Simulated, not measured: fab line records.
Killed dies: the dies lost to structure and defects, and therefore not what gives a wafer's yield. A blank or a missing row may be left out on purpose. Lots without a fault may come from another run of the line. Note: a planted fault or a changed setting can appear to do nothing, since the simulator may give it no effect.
fab line records	flow gf180mcu
record: lots: 24	wafers: 72	last-day: 34
route steps=602 shown V3@434 M4@472 V4@478 TOP_METAL@567
lots untouched by any fault: they come from a run of this same line in which no faults occurred
start-h: start of the lot's first displayed wafer, in hours after the record's first day	wait-h: time in hours since the lot's previous step	" same as the row above	L1.1+2: several wafers, shown together as one row	- no value present, or no start provided	* or withheld: withheld	< > ~ a bound
route shown NAME@n: NAME is a module with steps in the file, n the number in the route of the first one	usual: mean and standard deviation over wafers with no fault	same: alike in all rows	chamber/n: place in a boat	sites: readings site by site	_std_site: their standard deviation	_edge_site: the outer-site mean with the inner-site mean subtracted	radius-mm: for every site, how far away it sits from the centre of the wafer	mask NAME#n: copy n	behind: the most recent tool/chamber to have shaped the wafer	hold: the reason the lot was held/the length of the hold in hours/how it ended	device: the n, p or np transistor that did not switch	end of line: the tests these same wafers got at the end of their route	a step given without rows: its recipe and nothing more	killed: dies that structure and defects cost at the first sort, which is not the same as the wafer's yield	map: a wafer's dies, marking killed ones x, the rest . and places with no die _
set.NAME: the setting the step ran with; set.NAME@STEP: the setting that earlier step ran with	model.NAME: the simulator's own value behind a step, which no gauge read
the route's steps for a sample of lots (tables are steps, rows are wafers)
services: from which hour (start-h, from the record's first day; less than 0 if before it) a tool's chamber was out of use, for how many hours, and why
== steps ==
step: GF_V3_BOW_MEAS_05
recipe: mode: bow
usual: V3_BOW: 117/8.3
lot.wafer	tool	chamber	start-h	wait-h	V3_BOW[um]
L074.3	film-metro-02	-	496.56	0.2	120
L074.4	"	-	"	"	123
L074.5	"	-	"	"	122
L075.2	film-metro-04	-	503.41	0.3	108
L075.4	"	-	"	"	102
L075.6	"	-	"	"	110
L076.1	film-metro-02	-	515.99	0.1	117
L076.3	"	-	"	"	119
L076.4	"	-	"	"	129
L077.3	film-metro-03	-	517.32	0.1	122
L077.5	"	-	"	"	113
L077.6	"	-	"	"	107
L078.2	film-metro-04	-	526.23	0.2	108
L078.3	"	-	"	"	115
L078.6	"	-	"	"	102
L079.3	film-metro-02	-	540.66	0.3	123
L079.5	"	-	"	"	126
L079.6	"	-	"	"	117
L080.1	film-metro-04	-	543.86	0.2	120
L080.4	"	-	"	"	126
L080.6	"	-	"	"	130
L081.1	film-metro-03	-	558.99	0.1	101
L081.2	"	-	"	"	100
L081.3	"	-	"	"	110
L082.2	film-metro-02	-	561.09	0.2	110
L082.3	"	-	"	"	128
L082.5	"	-	"	"	116
L083.1	film-metro-04	-	565.10	0.2	130
L083.3	"	-	"	"	121
L083.4	"	-	"	"	134
L084.1	film-metro-04	-	571.39	0.1	112
L084.2	"	-	"	"	106
L084.6	"	-	"	"	116
L085.1	film-metro-02	-	583.58	0.2	113
L085.3	"	-	"	"	113
L085.5	"	-	"	"	131
L086.3	film-metro-02	-	591.73	0.2	123
L086.4	"	-	"	"	103
L086.5	"	-	"	"	110
L087.1	film-metro-02	-	605.83	0.1	127
L087.2	"	-	"	"	110
L087.3	"	-	"	"	107
L088.2	film-metro-04	-	609.16	0.2	117
L088.5	"	-	"	"	111
L088.6	"	-	"	"	122
L089.1	film-metro-03	-	614.86	0.1	115
L089.4	"	-	"	"	127
L089.5	"	-	"	"	117
L090.1	film-metro-04	-	627.28	0.2	111
L090.2	"	-	"	"	110
L090.6	"	-	"	"	123
L091.3	film-metro-04	-	630.44	0.2	111
L091.4	"	-	"	"	113
L091.6	"	-	"	"	105
L092.3	film-metro-02	-	634.04	0.2	121
L092.4	"	-	"	"	119
L092.5	"	-	"	"	126
L093.3	film-metro-04	-	641.91	0.2	112
L093.5	"	-	"	"	113
L093.6	"	-	"	"	119
L094.2	film-metro-02	-	650.63	0.3	114
L094.3	"	-	"	"	127
L094.5	"	-	"	"	112
L095.4	film-metro-03	-	658.21	0.3	131
L095.5	"	-	"	"	130
L095.6	"	-	"	"	125
L096.1	film-metro-04	-	659.59	0.1	119
L096.3	"	-	"	"	120
L096.4	"	-	"	"	112
L097.3	film-metro-03	-	664.29	0.3	115
L097.5	"	-	"	"	119
L097.6	"	-	"	"	112
step: GF_V3_RS_MEAS_24
recipe: thk-meas-gauge: four-point-probe	reads: W_of_V3_CVD_23+TiN_of_V3_SPUTTER_22+Ti_of_V3_SPUTTER_21
usual: V3_W_RS: 0.3278/0.003
lot.wafer	tool	chamber	start-h	wait-h	V3_W_RS[ohm/sq]
L074.3	film-metro-04	-	521.28	0.1	0.3275
L074.4	"	-	"	"	0.3262
L074.5	"	-	"	"	0.3240
L075.2	film-metro-03	-	528.69	0.1	0.3256
L075.4	"	-	"	"	0.3232
L075.6	"	-	"	"	0.3250
L076.1	film-metro-04	-	541.01	0.1	0.3243
L076.3	"	-	"	"	0.3289
L076.4	"	-	"	"	0.3270
L077.3	film-metro-03	-	543.25	0.1	0.3265
L077.5	"	-	"	"	0.3285
L077.6	"	-	"	"	0.3264
L078.2	film-metro-04	-	549.61	0.1	0.3334
L078.3	"	-	"	"	0.3336
L078.6	"	-	"	"	0.3359
L079.3	film-metro-03	-	564.18	0.1	0.3300
L079.5	"	-	"	"	0.3310
L079.6	"	-	"	"	0.3253
L080.1	film-metro-04	-	566.91	0.1	0.3258
L080.4	"	-	"	"	0.3270
L080.6	"	-	"	"	0.3258
L081.1	film-metro-02	-	581.44	0.1	0.3234
L081.2	"	-	"	"	0.3254
L081.3	"	-	"	"	0.3245
L082.2	film-metro-03	-	584.82	0.2	0.3306
L082.3	"	-	"	"	0.3320
L082.5	"	-	"	"	0.3296
L083.1	film-metro-02	-	588.10	0.2	0.3257
L083.3	"	-	"	"	0.3273
L083.4	"	-	"	"	0.3250
L084.1	film-metro-02	-	594.14	0.1	0.3239
L084.2	"	-	"	"	0.3217
L084.6	"	-	"	"	0.3288
L085.1	film-metro-03	-	605.75	0.1	0.3302
L085.3	"	-	"	"	0.3295
L085.5	"	-	"	"	0.3294
L086.3	film-metro-03	-	613.48	0.1	0.3306
L086.4	"	-	"	"	0.3262
L086.5	"	-	"	"	0.3288
L087.1	film-metro-03	-	627.28	0.1	0.3235
L087.2	"	-	"	"	0.3278
L087.3	"	-	"	"	0.3302
L088.2	film-metro-03	-	630.50	0.1	0.3302
L088.5	"	-	"	"	0.3265
L088.6	"	-	"	"	0.3257
L089.1	film-metro-03	-	636.27	0.1	0.3302
L089.4	"	-	"	"	0.3297
L089.5	"	-	"	"	0.3320
L090.1	film-metro-03	-	648.34	0.1	0.3291
L090.2	"	-	"	"	0.3245
L090.6	"	-	"	"	0.3250
L091.3	film-metro-03	-	651.00	0.1	0.3283
L091.4	"	-	"	"	0.3275
L091.6	"	-	"	"	0.3269
L092.3	film-metro-04	-	655.00	0.1	0.3269
L092.4	"	-	"	"	0.3281
L092.5	"	-	"	"	0.3252
L093.3	film-metro-03	-	663.01	0.1	0.3277
L093.5	"	-	"	"	0.3281
L093.6	"	-	"	"	0.3311
L094.2	film-metro-02	-	671.90	0.1	0.3313
L094.3	"	-	"	"	0.3293
L094.5	"	-	"	"	0.3308
L095.4	film-metro-04	-	679.23	0.1	0.3286
L095.5	"	-	"	"	0.3315
L095.6	"	-	"	"	0.3272
L096.1	film-metro-03	-	680.24	0.1	0.3245
L096.3	"	-	"	"	0.3317
L096.4	"	-	"	"	0.3272
L097.3	film-metro-03	-	684.81	0.1	0.3263
L097.5	"	-	"	"	0.3290
L097.6	"	-	"	"	0.3264
step: GF_M4_METAL_ETCH_16
recipe: chemistry: Cl2/BCl3	mask-material: KrF	target-depth-nm: 627.5	stop-on: SiO2	pressure-mtorr: 8	icp-w: 800	bias-w: 140	Cl2_flow_sccm: 80	bcl3-flow-sccm: 40	time-s: 104.6
usual: drypump-motor-current-A: 5.5/0.5	mfc-cl2-sccm: 80.01/0.23	oes-product-au: 0.970/0.0053	throttle-valve-pct: 28.251/0.01
lot.wafer	tool	chamber	start-h	wait-h	drypump-motor-current-A	mfc-cl2-sccm	oes-product-au	rf-hours-counter-h	throttle-valve-pct
L074.3	rie-metal-02	0	543.15	0.1	6.1	80.22	0.976	-	28.232
L074.4	"	1	"	"	5.1	79.61	0.985	-	28.238
L074.5	"	0	"	"	6.1	80.02	0.971	-	28.261
L075.2	rie-metal-04	1	551.84	0.0	6.0	80.46	0.967	11	28.230
L075.4	"	1	"	"	6.0	79.84	0.968	-	28.258
L075.6	"	0	"	"	5.7	80.04	0.967	-	28.247
L076.1	rie-metal-02	1	563.65	0.0	5.1	79.66	0.973	6	28.244
L076.3	"	0	"	"	6.1	80.17	0.967	-	28.260
L076.4	"	1	"	"	5.1	80.13	0.972	-	28.232
L077.3	rie-metal-02	0	566.09	0.1	6.2	79.84	0.974	-	28.246
L077.5	"	0	"	"	6.2	79.52	0.969	-	28.246
L077.6	"	1	"	"	5.1	79.79	0.975	-	28.263
L078.2	rie-metal-01	1	572.01	0.0	4.6	80.33	0.956	8	28.269
L078.3	"	1	"	"	4.6	80.06	0.967	-	28.248
L078.6	"	0	"	"	5.4	79.63	0.968	-	28.260
L079.3	rie-metal-01	0	586.45	0.1	5.4	80.34	0.965	-	28.241
L079.5	"	0	"	"	5.4	80.36	0.965	-	28.254
L079.6	"	1	"	"	4.6	79.93	0.972	-	28.249
L080.1	rie-metal-04	0	589.24	0.0	5.7	80.14	0.970	4	28.270
L080.4	"	0	"	"	5.7	80.29	0.973	-	28.247
L080.6	"	0	"	"	5.7	79.67	0.962	-	28.257
L081.1	rie-metal-01	1	602.66	0.0	4.6	80.01	0.966	8	28.273
L081.2	"	0	"	"	5.4	80.37	0.969	1	28.260
L081.3	"	1	"	"	4.6	80.22	0.968	-	28.240
L082.2	rie-metal-02	1	605.90	0.1	5.1	80.25	0.969	-	28.257
L082.3	"	1	"	"	5.1	80.46	0.968	-	28.241
L082.5	"	1	"	"	5.1	80.09	0.980	-	28.260
L083.1	rie-metal-02	0	609.91	0.0	6.1	79.93	0.977	0	28.254
L083.3	"	1	"	"	5.1	80.37	0.971	-	28.243
L083.4	"	0	"	"	6.2	80.10	0.975	-	28.251
L084.1	rie-metal-04	1	615.24	0.0	6.0	80.28	0.969	1	28.257
L084.2	"	0	"	"	5.7	79.87	0.966	5	28.249
L084.6	"	0	"	"	5.6	79.82	0.980	-	28.253
L085.1	rie-metal-04	0	627.17	0.0	5.7	80.27	0.977	5	28.257
L085.3	"	1	"	"	6.0	80.16	0.967	-	28.238
L085.5	"	1	"	"	6.0	79.90	0.966	-	28.264
L086.3	rie-metal-04	0	634.88	0.1	5.6	80.25	0.973	-	28.244
L086.4	"	1	"	"	6.0	79.66	0.971	-	28.247
L086.5	"	1	"	"	6.0	80.09	0.980	-	28.258
L087.1	rie-metal-02	1	647.81	0.0	5.1	79.62	0.971	8	28.241
L087.2	"	0	"	"	6.1	80.42	0.963	1	28.237
L087.3	"	0	"	"	6.2	80.20	0.970	-	28.241
L088.2	rie-metal-01	0	650.94	0.0	5.4	79.97	0.964	3	28.246
L088.5	"	1	"	"	4.6	80.01	0.970	-	28.243
L088.6	"	0	"	"	5.4	80.18	0.977	-	28.264
L089.1	rie-metal-01	1	657.24	0.0	4.6	79.94	0.981	10	28.243
L089.4	"	0	"	"	5.5	79.83	0.979	-	28.262
L089.5	"	1	"	"	4.7	80.08	0.972	-	28.222
L090.1	rie-metal-04	1	668.20	0.0	6.0	79.93	0.961	3	28.259
L090.2	"	0	"	"	5.7	80.17	0.968	7	28.258
L090.6	"	0	"	"	5.7	80.39	0.965	-	28.232
L091.3	rie-metal-04	1	670.93	0.1	6.0	79.84	0.970	-	28.253
L091.4	"	0	"	"	5.7	80.31	0.968	-	28.248
L091.6	"	0	"	"	5.7	80.13	0.969	-	28.244
L092.3	rie-metal-02	0	674.88	0.1	6.1	80.08	0.961	-	28.273
L092.4	"	1	"	"	5.1	80.04	0.960	-	28.254
L092.5	"	0	"	"	6.1	80.36	0.968	-	28.264
L093.3	rie-metal-01	1	682.58	0.1	4.7	80.04	0.971	-	28.241
L093.5	"	0	"	"	5.4	79.64	0.969	-	28.260
L093.6	"	1	"	"	4.6	79.95	0.963	-	28.252
L094.2	rie-metal-02	1	692.04	0.0	5.1	79.79	0.976	10	28.246
L094.3	"	1	"	"	5.2	79.86	0.966	-	28.253
L094.5	"	0	"	"	6.1	79.97	0.970	-	28.272
L095.4	rie-metal-01	0	698.68	0.0	5.4	79.62	0.970	-	28.271
L095.5	"	1	"	"	4.6	79.90	0.968	-	28.244
L095.6	"	0	"	"	5.4	80.13	0.974	-	28.246
L096.1	rie-metal-04	1	700.06	0.0	6.0	79.69	0.974	4	28.256
L096.3	"	0	"	"	5.7	80.28	0.964	-	28.260
L096.4	"	1	"	"	6.0	79.59	0.975	-	28.232
L097.3	rie-metal-02	0	704.23	0.1	6.1	80.11	0.964	-	28.251
L097.5	"	0	"	"	6.1	80.22	0.972	-	28.257
L097.6	"	1	"	"	5.1	80.26	0.976	-	28.256
step: GF_V4_CVD_02
recipe: material: SiO2	target-thk-nm: 850	precursor: TEOS	temp-c: 400	time-s: 94.851	rf-w: 600
usual: heater-power-w: 696/81
lot.wafer	tool	chamber	start-h	wait-h	heater-power-w
L074.3	pecvd-02	2	543.89	0.0	764
L074.4	"	0	"	"	652
L074.5	"	2	"	"	633
L075.2	pecvd-01	1	552.62	0.0	638
L075.4	"	1	"	"	650
L075.6	"	0	"	"	808
L076.1	pecvd-03	0	564.42	0.1	718
L076.3	"	2	"	"	646
L076.4	"	0	"	"	751
L077.3	pecvd-02	0	566.84	0.0	753
L077.5	"	0	"	"	783
L077.6	"	1	"	"	798
L078.2	pecvd-01	2	572.79	0.0	559
L078.3	"	0	"	"	849
L078.6	"	2	"	"	642
L079.3	pecvd-03	0	587.29	0.0	738
L079.5	"	1	"	"	606
L079.6	"	0	"	"	729
L080.1	pecvd-01	2	590.18	0.1	683
L080.4	"	2	"	"	708
L080.6	"	1	"	"	522
L081.1	pecvd-02	1	603.45	0.1	677
L081.2	"	0	"	"	830
L081.3	"	2	"	"	758
L082.2	pecvd-02	0	606.80	0.0	763
L082.3	"	2	"	"	647
L082.5	"	2	"	"	699
L083.1	pecvd-01	1	610.73	0.1	629
L083.3	"	0	"	"	702
L083.4	"	1	"	"	510
L084.1	pecvd-02	1	616.02	0.1	748
L084.2	"	2	"	"	683
L084.6	"	2	"	"	700
L085.1	pecvd-01	2	627.95	0.1	681
L085.3	"	0	"	"	806
L085.5	"	0	"	"	842
L086.3	pecvd-01	2	635.62	0.0	709
L086.4	"	0	"	"	750
L086.5	"	2	"	"	561
L087.1	pecvd-01	1	648.62	0.1	620
L087.2	"	0	"	"	679
L087.3	"	2	"	"	690
L088.2	pecvd-03	1	651.72	0.0	628
L088.5	"	2	"	"	779
L088.6	"	0	"	"	762
L089.1	pecvd-01	1	658.11	0.1	602
L089.4	"	2	"	"	642
L089.5	"	0	"	"	680
L090.1	pecvd-03	2	669.08	0.1	804
L090.2	"	1	"	"	735
L090.6	"	2	"	"	642
L091.3	pecvd-01	1	671.70	0.0	635
L091.4	"	2	"	"	557
L091.6	"	1	"	"	511
L092.3	pecvd-01	1	675.71	0.0	609
L092.4	"	1	"	"	642
L092.5	"	2	"	"	630
L093.3	pecvd-03	2	683.33	0.0	719
L093.5	"	0	"	"	743
L093.6	"	2	"	"	753
L094.2	pecvd-02	2	692.82	0.0	656
L094.3	"	0	"	"	783
L094.5	"	0	"	"	818
L095.4	pecvd-01	2	699.47	0.1	710
L095.5	"	0	"	"	803
L095.6	"	1	"	"	506
L096.1	pecvd-02	0	700.87	0.1	731
L096.3	"	2	"	"	678
L096.4	"	1	"	"	755
L097.3	pecvd-03	0	705.00	0.0	739
L097.5	"	1	"	"	660
L097.6	"	2	"	"	722
step: GF_V4_ETCH_16
recipe: chemistry: N2/H2	target-depth-a: withheld	overetch-a: withheld	time-s: withheld	target: BARC	ion-energy-ev: 200	source-w: 500	bias-w: 100	pressure-mtorr: 30	n2-flow-sccm: 100	h2-flow-sccm: 200
usual: drypump-motor-current-A: 5.7/0.36	h2-flow-sccm: 200.0/0.59	oes-product-au: 0.855/0.005	throttle-valve-pct: 13.225/0.0086
lot.wafer	tool	chamber	start-h	wait-h	drypump-motor-current-A	h2-flow-sccm	oes-product-au	throttle-valve-pct
L074.3	rie-diel-04	3	566.39	0.0	5.9	200.4	0.857	13.218
L074.4	"	1	"	"	5.8	200.1	0.854	13.220
L074.5	"	1	"	"	5.8	199.5	0.860	13.226
L075.2	rie-diel-01	0	575.11	0.0	6.4	199.2	0.855	13.215
L075.4	"	1	"	"	5.2	200.6	0.847	13.220
L075.6	"	3	"	"	5.0	200.2	0.862	13.213
L076.1	rie-diel-04	0	586.76	0.0	5.5	200.4	0.844	13.220
L076.3	"	3	"	"	5.9	200.0	0.846	13.219
L076.4	"	1	"	"	5.8	200.4	0.859	13.216
L077.3	rie-diel-03	1	588.89	0.0	6.2	200.3	0.851	13.220
L077.5	"	2	"	"	5.2	199.8	0.860	13.221
L077.6	"	0	"	"	5.6	200.2	0.855	13.223
L078.2	rie-diel-04	1	595.09	0.0	5.8	200.7	0.855	13.224
L078.3	"	3	"	"	5.9	200.4	0.854	13.217
L078.6	"	3	"	"	5.9	200.0	0.854	13.235
L079.3	rie-diel-01	1	608.29	0.0	5.2	201.2	0.848	13.230
L079.5	"	0	"	"	6.4	200.5	0.860	13.221
L079.6	"	3	"	"	5.1	199.9	0.849	13.216
L080.1	rie-diel-03	1	612.04	0.0	6.2	200.6	0.844	13.234
L080.4	"	2	"	"	5.2	200.2	0.852	13.210
L080.6	"	2	"	"	5.2	199.6	0.852	13.226
L081.1	rie-diel-01	3	624.34	0.0	5.0	199.2	0.862	13.230
L081.2	"	2	"	"	5.6	200.1	0.854	13.232
L081.3	"	0	"	"	6.4	199.5	0.851	13.199
L082.2	rie-diel-03	3	628.24	0.0	5.4	201.0	0.850	13.226
L082.3	"	2	"	"	5.2	198.8	0.849	13.217
L082.5	"	2	"	"	5.2	200.7	0.857	13.218
L083.1	rie-diel-03	3	631.71	0.0	5.4	199.1	0.858	13.225
L083.3	"	2	"	"	5.2	199.3	0.856	13.226
L083.4	"	0	"	"	5.6	199.3	0.852	13.228
L084.1	rie-diel-04	0	637.19	0.0	5.4	200.5	0.857	13.229
L084.2	"	2	"	"	5.6	200.1	0.854	13.233
L084.6	"	3	"	"	5.9	198.8	0.852	13.223
L085.1	rie-diel-01	0	648.44	0.0	6.5	200.9	0.848	13.238
L085.3	"	3	"	"	5.1	199.8	0.855	13.222
L085.5	"	0	"	"	6.5	200.2	0.851	13.234
L086.3	rie-diel-03	2	655.94	0.0	5.2	199.9	0.860	13.230
L086.4	"	3	"	"	5.4	200.7	0.858	13.222
L086.5	"	0	"	"	5.6	200.1	0.858	13.219
L087.1	rie-diel-04	0	667.89	0.0	5.5	200.0	0.848	13.228
L087.2	"	2	"	"	5.6	200.6	0.865	13.240
L087.3	"	3	"	"	5.9	200.6	0.854	13.213
L088.2	rie-diel-04	3	671.91	0.0	5.9	199.6	0.861	13.226
L088.5	"	1	"	"	5.8	199.6	0.847	13.225
L088.6	"	0	"	"	5.5	199.3	0.860	13.210
L089.1	rie-diel-03	1	678.16	0.0	6.2	200.3	0.855	13.214
L089.4	"	0	"	"	5.6	199.6	0.851	13.223
L089.5	"	1	"	"	6.2	199.2	0.849	13.229
L090.1	rie-diel-03	2	688.34	0.0	5.2	200.6	0.861	13.207
L090.2	"	3	"	"	5.4	200.0	0.859	13.231
L090.6	"	1	"	"	6.2	199.4	0.853	13.231
L091.3	rie-diel-04	3	691.69	0.0	5.9	199.9	0.858	13.237
L091.4	"	2	"	"	5.7	200.2	0.859	13.205
L091.6	"	0	"	"	5.5	200.2	0.855	13.233
L092.3	rie-diel-04	1	695.69	0.0	5.8	199.3	0.851	13.218
L092.4	"	0	"	"	5.5	201.0	0.849	13.217
L092.5	"	3	"	"	5.9	199.0	0.855	13.228
L093.3	rie-diel-04	1	703.09	0.0	5.8	200.6	0.859	13.228
L093.5	"	0	"	"	5.4	199.8	0.851	13.242
L093.6	"	1	"	"	5.8	200.0	0.858	13.234
L094.2	rie-diel-03	3	712.04	0.0	5.4	199.7	0.850	13.222
L094.3	"	1	"	"	6.2	200.4	0.854	13.216
L094.5	"	3	"	"	5.4	199.5	0.849	13.222
L095.4	rie-diel-04	0	718.26	0.0	5.4	201.3	0.847	13.228
L095.5	"	2	"	"	5.7	200.6	0.855	13.212
L095.6	"	1	"	"	5.8	201.6	0.847	13.220
L096.1	rie-diel-04	0	719.79	0.0	5.5	200.4	0.857	13.222
L096.3	"	2	"	"	5.6	199.2	0.861	13.236
L096.4	"	3	"	"	5.9	200.3	0.867	13.226
L097.3	rie-diel-04	0	723.74	0.0	5.5	200.0	0.865	13.225
L097.5	"	3	"	"	5.9	199.8	0.857	13.241
L097.6	"	0	"	"	5.4	198.6	0.848	13.213
step: GF_TOP_METAL_SPUTTER_00
recipe: material: Ti	target-thk-nm: 37.5	arriving-ion-energy-ev: 80	substrate-temp-c: 200	chamber-pressure-pa: 2	power-w: 4000	time-s: 150
usual: substrate-temp-c: 199.99/0.15	throttle-valve-pct: 29.4/0.92
lot.wafer	tool	chamber	start-h	wait-h	substrate-temp-c	throttle-valve-pct
L074.3	pvd-sputter-04	-	633.92	0.1	199.73	28.4
L074.4	"	-	"	"	199.99	30.0
L074.5	"	-	"	"	199.89	31.4
L075.2	pvd-sputter-02	-	641.65	0.2	199.95	28.4
L075.4	"	-	"	"	200.16	29.1
L075.6	"	-	"	"	199.81	28.3
L076.1	pvd-sputter-02	-	652.89	0.1	200.04	28.3
L076.3	"	-	"	"	200.04	29.9
L076.4	"	-	"	"	199.95	29.4
L077.3	pvd-sputter-04	-	654.50	0.2	200.05	30.0
L077.5	"	-	"	"	200.11	31.6
L077.6	"	-	"	"	200.07	30.2
L078.2	pvd-sputter-04	-	660.81	0.2	200.23	29.7
L078.3	"	-	"	"	199.94	30.0
L078.6	"	-	"	"	200.05	29.9
L079.3	pvd-sputter-04	-	673.38	0.2	199.95	28.5
L079.5	"	-	"	"	200.09	29.1
L079.6	"	-	"	"	199.92	31.5
L080.1	pvd-sputter-04	-	676.67	0.1	200.02	28.5
L080.4	"	-	"	"	200.03	31.5
L080.6	"	-	"	"	199.84	28.4
L081.1	pvd-sputter-03	-	688.27	0.1	199.93	30.0
L081.2	"	-	"	"	199.99	28.0
L081.3	"	-	"	"	199.79	30.1
L082.2	pvd-sputter-04	-	690.43	0.2	199.95	30.2
L082.3	"	-	"	"	200.22	31.4
L082.5	"	-	"	"	200.11	29.9
L083.1	pvd-sputter-02	-	694.12	0.1	200.16	28.5
L083.3	"	-	"	"	199.99	29.7
L083.4	"	-	"	"	199.85	28.9
L084.1	pvd-sputter-02	-	700.00	0.1	200.13	29.1
L084.2	"	-	"	"	200.01	28.2
L084.6	"	-	"	"	200.11	29.3
L085.1	pvd-sputter-04	-	709.92	0.2	200.19	29.8
L085.3	"	-	"	"	200.17	28.6
L085.5	"	-	"	"	200.33	28.3
L086.3	pvd-sputter-04	-	717.42	0.1	199.99	28.4
L086.4	"	-	"	"	199.87	30.1
L086.5	"	-	"	"	200.07	28.4
L087.1	pvd-sputter-03	-	727.80	0.2	200.14	28.7
L087.2	"	-	"	"	200.03	30.1
L087.3	"	-	"	"	200.21	30.2
L088.2	pvd-sputter-02	-	732.66	0.1	199.94	29.7
L088.5	"	-	"	"	200.01	30.0
L088.6	"	-	"	"	199.84	29.4
L089.1	pvd-sputter-04	-	737.65	0.2	199.94	31.5
L089.4	"	-	"	"	200.02	30.1
L089.5	"	-	"	"	199.94	31.5
L090.1	pvd-sputter-02	-	746.19	0.2	200.05	28.7
L090.2	"	-	"	"	199.84	28.3
L090.6	"	-	"	"	199.86	29.9
L091.3	pvd-sputter-03	-	749.87	0.1	200.22	28.2
L091.4	"	-	"	"	199.85	28.9
L091.6	"	-	"	"	199.97	30.1
L092.3	pvd-sputter-02	-	753.39	0.1	199.96	29.5
L092.4	"	-	"	"	199.77	28.3
L092.5	"	-	"	"	200.14	28.8
L093.3	pvd-sputter-02	-	759.99	0.2	200.10	28.6
L093.5	"	-	"	"	200.30	28.3
L093.6	"	-	"	"	199.95	30.0
L094.2	pvd-sputter-02	-	767.57	0.1	200.00	28.5
L094.3	"	-	"	"	199.96	29.9
L094.5	"	-	"	"	200.22	29.1
L095.4	pvd-sputter-04	-	774.39	0.1	200.07	28.4
L095.5	"	-	"	"	200.05	30.1
L095.6	"	-	"	"	200.16	28.2
L096.1	pvd-sputter-02	-	775.29	0.2	199.78	28.6
L096.3	"	-	"	"	199.90	28.2
L096.4	"	-	"	"	199.75	29.1
L097.3	pvd-sputter-03	-	778.92	0.1	200.09	30.0
L097.5	"	-	"	"	200.09	29.1
L097.6	"	-	"	"	199.89	28.0
== services ==
tool	chamber	start-h	hours	kind
rie-metal-01	-	521.16	0.9	repair
pvd-sputter-04	-	523.45	3.9	repair
pvd-sputter-04	-	523.56	88.6	repair
pvd-sputter-02	-	526.69	1.0	repair
rie-diel-04	1	534.89	2.1	repair
pecvd-03	2	541.15	6.8	repair
pecvd-03	1	546.10	31.0	repair
pecvd-02	-	573.58	3.2	repair
rie-diel-03	2	576.51	9.2	repair
pecvd-03	-	591.12	14.0	pm
rie-metal-02	-	618.46	14.6	pm
rie-diel-04	-	649.33	0.8	repair
rie-metal-02	1	663.83	6.6	repair
rie-metal-04	-	665.00	2.8	pm
pvd-sputter-02	-	683.85	3.8	repair
rie-diel-03	-	704.98	0.2	repair
rie-diel-03	0	705.73	8.6	repair
rie-metal-04	-	709.69	0.4	repair
rie-diel-03	3	725.97	6.2	repair
pecvd-01	0	744.14	13.7	repair
pvd-sputter-04	-	747.35	6.3	repair
pecvd-01	1	761.40	6.4	repair
rie-metal-02	1	764.27	4.2	repair
rie-diel-04	3	778.93	8.1	repair
== key ==
fault none
